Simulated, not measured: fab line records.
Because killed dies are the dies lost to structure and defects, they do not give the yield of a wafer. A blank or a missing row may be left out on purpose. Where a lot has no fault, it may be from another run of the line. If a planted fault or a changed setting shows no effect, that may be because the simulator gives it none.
Code-filled problem report in 8D (eight disciplines) form | flow gf180mcu | the parts of the form that need people (team, actions taken, sign-off) are left out

## 1. THE ISSUE
dose ions cm2 at GF_VT_IMPLANT_IMPLANT_19 reads a mean of 4.16e+12 on 6 wafers of 2 lots; wafers without a fault read 4.35e+12 with a standard deviation of 4.7e+09. Relative to the usual mean, that is a shift of -40 standard deviations.
The first sign was on wafer L127.2 at day 12 00:47, on implanter-02. The record has a number at this step for 39 wafers belonging to 13 lots. Rule for "out" (also "out of limits"): further than 4 standard deviations from the usual mean. Any other wafer with a number is counted as sound.

## 2. WHAT IT IS; WHAT IT IS NOT
question                    | is                     | is not
which readings at this step | dose ions cm2          | -
which lots                  | L127, L128             | L105, L107, L110, L111, L112, L116, L117, L118, L119, L123, L124
which wafers of those lots  | all that have a number | -
read on which tools         | implanter-02           | implanter-01, implanter-04
when                        | from day 12 00:47      | up to then (33 sound wafers)

## 3. SUSPECTS, AND WHAT RULES EACH OUT
Counting: a tool at any process step up to the reading remains a suspect when it ran all the lots that are out and ran no sound lot after the first of those.
- implanter-02 at GF_VT_IMPLANT_IMPLANT_19: kept. Every lot that is out went through it, starting with L127 (day 12 00:47), and after that it ran no sound lot; the last sound lot it ran before then is L124 (day 11 05:58). Its own readings are out on those wafers: dose ions cm2.
After counting, what remains is implanter-02 at GF_VT_IMPLANT_IMPLANT_19.

## 4. THE CAUSE (what the simulator had put in)
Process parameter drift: implanter-02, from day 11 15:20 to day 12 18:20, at GF_VT_IMPLANT_IMPLANT_19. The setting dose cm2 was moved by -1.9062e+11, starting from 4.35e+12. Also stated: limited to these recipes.
Only this tool survived the counting.

## 5. THE CHAIN OF EFFECTS, in route order
Each row: a reading whose mean over the struck wafers that have a number lies more than 3 standard deviations from the usual. Readings are gone through only where the record gives a usual standard deviation; hours: the median, over the lots, of the time from a lot's start at the first step in this table giving one to that lot's start at this step; sigmas: the change measured in usual standard deviations.
hours | step                     | reading       | usual    | on struck wafers | change    | sigmas
0     | GF_VT_IMPLANT_IMPLANT_19 | dose ions cm2 | 4.35e+12 | 4.16e+12         | -1.87e+11 | -40
Here are the process steps it includes:
- GF_VT_IMPLANT_IMPLANT_19

## 6. WHAT WOULD HAVE CAUGHT IT SOONER
The fault began at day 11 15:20; the first out-of-limits reading in this record came at day 12 00:47, 9 hours later.
